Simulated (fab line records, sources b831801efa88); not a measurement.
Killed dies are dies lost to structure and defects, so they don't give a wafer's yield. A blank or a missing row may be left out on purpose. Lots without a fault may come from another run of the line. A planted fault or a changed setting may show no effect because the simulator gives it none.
Chamber matching | flow gf180mcu | GF_M5_ETCH_09 on rie_diel-02: 4 sister chambers
The step etches Si3N4 in CF4/O2, target depth 52 nm, time 11.18 s. 4 wafers are shown with their chamber, then 7 later ones without.

WAFERS WITH THEIR CHAMBER
wafer  | chamber | drypump_motor_current_A (A)
L857.2 | 0       | 6.1
L857.6 | 2       | 6.6
L858.2 | 3       | 6.3
L858.3 | 1       | 5.7

WAFERS WITHOUT THEIR CHAMBER
wafer  | drypump_motor_current_A (A)
L858.6 | 5.7
L866.2 | 6.3
L866.3 | 6.7
L866.4 | 5.7
L868.1 | 6.2
L868.2 | 6.6
L868.5 | 6.2

WHICH CHAMBER EACH WENT THROUGH
wafer  | from the rows above     | in truth
L858.6 | 1                       | 1
L866.2 | 3                       | 3
L866.3 | 2                       | 2
L866.4 | 1                       | 1
L868.1 | can't be placed: 3 or 0 | 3
L868.2 | 2                       | 2
L868.5 | can't be placed: 3 or 0 | 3
Placed correctly: 5 of 7. Can't be placed from these rows: 2 (the true chamber is among the candidates in 2). Placed wrongly: 0.
How it was worked out, from the rows above alone: a wafer's distance from a chamber is the root of the sum, over the readings, of the square of ((its reading less the chamber's mean) divided by the reading's scatter). The wafer belongs to the nearest chamber; if the next one is less than 2 further off, it can't be placed. A chamber's mean is the mean of its shown wafers. The scatter: with one shown wafer a chamber, the root of the mean of the squares of how far each hidden wafer lies from its nearest shown one.
